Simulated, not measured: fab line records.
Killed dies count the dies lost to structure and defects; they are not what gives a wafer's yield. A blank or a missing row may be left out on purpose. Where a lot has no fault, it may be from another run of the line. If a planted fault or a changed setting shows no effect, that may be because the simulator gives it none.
Struck lot and sound lot, side by side | flow sky130 | 17 steps out of a route of 708
Sound: these wafers, L697.3, L697.4, L697.6. Wafers L696.2, L696.4, L696.6 were the ones struck. The cause is named last.
Order at every step that has rows: each side's tool, ch and its chambers, its first start. Under that, the readings that differ: sound wafers | struck wafers | difference of the means | sigmas: that difference in standard deviations of wafers without a fault.
alike: a reading whose means differ by less than 2 such deviations, as well as words and numbers matching on both sides. not compared: withheld readings; readings where some wafer has no value; bounds like >300 that might hide an equal value; numbers whose values overlap and for which the record gives no deviation.
A row with sigmas, a row that says differs or no value, or rows on one side alone: a step with any of these is where the two part. Numbers that don't overlap but have no deviation are shown without sigmas and don't part them. A reading missing from all wafers of one side parts the sides only when that side holds two or more wafers.

first, 1 step without rows for these wafers: SKY_VT_ADJUST_LVTN_IMPLANT_19.
SKY_VT_ADJUST_LVTN_STRIP_20: strips in O2/N2.
  sound on plasma_asher-03 ch 0,1, day 13 12:15; struck on plasma_asher-03 ch 0,1, day 13 09:38
  alike: drypump_motor_current_A, o2_flow_sccm, oes_product_au, strip_time_to_endpoint_s
  not compared: rf_hours_counter_h
SKY_VT_ADJUST_LVTN_TW_MEAS_21:
  sound on film_metro-02 at day 13 12:20; struck on film_metro-02 at day 13 09:45
  alike: VT_ADJUST_LVTN_2_TW
then, 7 steps without rows for these wafers: SKY_VT_ADJUST_NCORE_DEHYDRATE_00 (time 60 s); SKY_VT_ADJUST_NCORE_HMDS_01 (prime time 60 s); SKY_VT_ADJUST_NCORE_COAT_02 (resist thk 1140 nm); SKY_VT_ADJUST_NCORE_SOFTBAKE_03 (time 60 s); SKY_VT_ADJUST_NCORE_EXPOSE_04 (exposes mask LVTN COMPLEMENT THIN, target cd 380 nm); SKY_VT_ADJUST_NCORE_PEB_05; SKY_VT_ADJUST_NCORE_DEVELOP_06 (develop time 60 s).
SKY_VT_ADJUST_NCORE_CD_MEAS_07: the cd target is 380 nm.
  sound on cd_sem-01 at day 14 14:56; struck on cd_sem-01 at day 14 12:03
  alike: cd_nm
SKY_VT_ADJUST_NCORE_OVL_MEAS_08:
  sound on overlay-01 at day 14 15:01; struck on overlay-02 at day 14 12:10
  reading                  | sound          | struck      | difference | sigmas
  VT_ADJUST_NCORE_OVL (nm) | -1.6 -1.4 -2.8 | 1.4 1.2 0.7 | +3.0       | +2
SKY_VT_ADJUST_NCORE_IMPLANT_09:
  sound on implanter-04 ch 0, day 14 15:06; struck on implanter-01 ch 0, day 14 12:13
  reading                          | sound                      | struck                       | difference | sigmas
  beam_on_s (s)                    | 9.64 10.39 9.97            | 10.51 11.10 10.51            | +0.71      | +3
  end_station_pressure_torr (Torr) | 5.19e-06 4.67e-06 5.23e-06 | 5.889e-05 5.75e-05 5.773e-05 | +5.301e-05 | +99 or more
  faraday_current_uA               | 14.0 13.1 13.6             | 12.4 11.8 12.4               | -1.4       | -5
SKY_VT_ADJUST_NCORE_STRIP_10: strips in O2/N2.
  sound on plasma_asher-01 ch 0,1, day 14 15:14; struck on plasma_asher-01 ch 0,1, day 14 12:20
  alike: drypump_motor_current_A, o2_flow_sccm, oes_product_au, strip_time_to_endpoint_s
  not compared: rf_hours_counter_h
SKY_VT_ADJUST_NCORE_TW_MEAS_11:
  sound on film_metro-03 at day 14 15:19; struck on film_metro-04 at day 14 12:27
  reading            | sound             | struck            | difference | sigmas
  VT_ADJUST_NCORE_TW | 221.7 219.6 221.5 | 224.4 223.6 223.9 | +3.0       | +3
then, 1 step without rows for these wafers: SKY_VT_ADJUST_HVTR_DEHYDRATE_00 (time 60 s).
-- the record jumps here: 36 days lie between the struck wafers' starts before and after (it left off in module VT_ADJUST_HVTR and takes up again in module PAD_OPEN, whose first step shown is number 708 of the route) --
SKY_PAD_OPEN_PROBE_99:
  sound on prober-02 at day 50 16:09; struck on prober-01 at day 50 14:09
  reading                                    | sound                   | struck                  | difference | sigmas
  model.etest.res_pwell_under_gate.rs_ohm_sq | 2305 2291 2298          | 2270 2243 2261          | -40        |
  model.etest.pfet_g5v0d10v5.off_log10_a_um  | -12.27 -12.16 -12.18    | -11.62 -11.69 -11.45    | +0.62      |
  model.etest.pfet_g5v0d10v5.vt_sat_v (V)    | -0.5991 -0.5853 -0.5957 | -0.5305 -0.5403 -0.5215 | +0.0626    |
  model.etest.pfet_16v.vt_v (V)              | -1.082 -1.074 -1.082    | -1.018 -1.023 -1.016    | +0.060     |
  model.etest.pfet_g5v0d10v5.vt_v (V)        | -0.8092 -0.7882 -0.8054 | -0.7438 -0.7624 -0.7333 | +0.0544    |
  model.etest.pfet_g5v0d10v5.vt_long_v (V)   | -0.9103 -0.9063 -0.9103 | -0.8606 -0.8637 -0.8599 | +0.0476    |
  model.etest.nfet_g5v0d10v5.vt_sat_v (V)    | 0.7641 0.7781 0.7675    | 0.8064 0.8079 0.8015    | +0.0354    |
  alike: killed_at_M0_to_M3, killed_at_M4_up, killed_at_contacts, killed_at_front_end, killed_at_other, killed_dies, killed_open, killed_short
  not compared: model.etest.nfet_16v.r_on_ohm_um

WHERE THEY PART
Last at SKY_VT_ADJUST_NCORE_TW_MEAS_11 as far as this record goes, first at SKY_VT_ADJUST_NCORE_OVL_MEAS_08. Later steps at which nothing parts them and some readings are alike: SKY_PAD_OPEN_PROBE_99.

WHY: the cause the simulator had injected
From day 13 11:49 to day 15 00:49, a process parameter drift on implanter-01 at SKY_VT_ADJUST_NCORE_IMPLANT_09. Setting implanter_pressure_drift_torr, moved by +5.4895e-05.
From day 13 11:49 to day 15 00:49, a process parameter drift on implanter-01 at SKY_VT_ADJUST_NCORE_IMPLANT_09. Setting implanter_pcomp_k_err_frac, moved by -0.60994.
